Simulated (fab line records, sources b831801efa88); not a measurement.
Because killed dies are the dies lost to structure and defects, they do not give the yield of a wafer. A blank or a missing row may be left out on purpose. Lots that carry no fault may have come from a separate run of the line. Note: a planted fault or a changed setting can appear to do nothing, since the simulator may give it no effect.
Chamber matching || flow sky130 || 4 sister chambers for SKY_POLY_GATE_ETCH_16 on rie diel-03
The step etches Si3N4 in CH3F/O2, stops on poly-Si, time 147.5 s, target depth 75 nm. 4 wafers are shown with their chamber, then 11 later ones without.

== WAFERS PAIRED WITH THEIR CHAMBERS ==
{"wafer": "L088.5", "chamber": 0, "drypump motor current A (A)": 5.2}
{"wafer": "L089.4", "chamber": 2, "drypump motor current A (A)": 5.2}
{"wafer": "L092.1", "chamber": 3, "drypump motor current A (A)": 5.2}
{"wafer": "L095.1", "chamber": 1, "drypump motor current A (A)": 5.5}

== WAFERS WITHOUT THEIR CHAMBER ==
{"wafer": "L095.2", "drypump motor current A (A)": 5.2}
{"wafer": "L095.3", "drypump motor current A (A)": 5.2}
{"wafer": "L095.4", "drypump motor current A (A)": 5.1}
{"wafer": "L095.5", "drypump motor current A (A)": 5.2}
{"wafer": "L095.6", "drypump motor current A (A)": 5.2}
{"wafer": "L096.1", "drypump motor current A (A)": 5.5}
{"wafer": "L096.2", "drypump motor current A (A)": 5.2}
{"wafer": "L096.3", "drypump motor current A (A)": 5.1}
{"wafer": "L097.3", "drypump motor current A (A)": 5.5}
{"wafer": "L097.5", "drypump motor current A (A)": 5.2}
{"wafer": "L097.6", "drypump motor current A (A)": 5.2}

== CHAMBER TAKEN BY EACH ==
{"wafer": "L095.2", "from the rows above": "can't be placed: 0 or 2 or 3", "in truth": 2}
{"wafer": "L095.3", "from the rows above": "can't be placed: 0 or 2 or 3", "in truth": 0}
{"wafer": "L095.4", "from the rows above": "can't be placed: 0 or 2 or 3", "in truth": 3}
{"wafer": "L095.5", "from the rows above": "can't be placed: 0 or 2 or 3", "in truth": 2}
{"wafer": "L095.6", "from the rows above": "can't be placed: 0 or 2 or 3", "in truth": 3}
{"wafer": "L096.1", "from the rows above": 1, "in truth": 1}
{"wafer": "L096.2", "from the rows above": "can't be placed: 0 or 2 or 3", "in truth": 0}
{"wafer": "L096.3", "from the rows above": "can't be placed: 0 or 2 or 3", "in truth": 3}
{"wafer": "L097.3", "from the rows above": 1, "in truth": 1}
{"wafer": "L097.5", "from the rows above": "can't be placed: 0 or 2 or 3", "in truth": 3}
{"wafer": "L097.6", "from the rows above": "can't be placed: 0 or 2 or 3", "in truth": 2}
2 of 11 placed correctly. Unplaceable from these rows: 9, with the true chamber sitting among the candidates in 9. Wrongly placed: 0.
How it was worked out, from the rows above alone: a wafer's distance from a chamber is the root of the sum, over the readings, of the square of ((its reading less the chamber's mean) divided by the reading's scatter). If the next closest chamber is less than 2 further off than the closest, the wafer can't be placed; otherwise it belongs to the closest. A chamber's mean is the mean of its shown wafers. The scatter: root of mean squared gap, hidden wafer to nearest shown wafer, with one shown wafer a chamber.
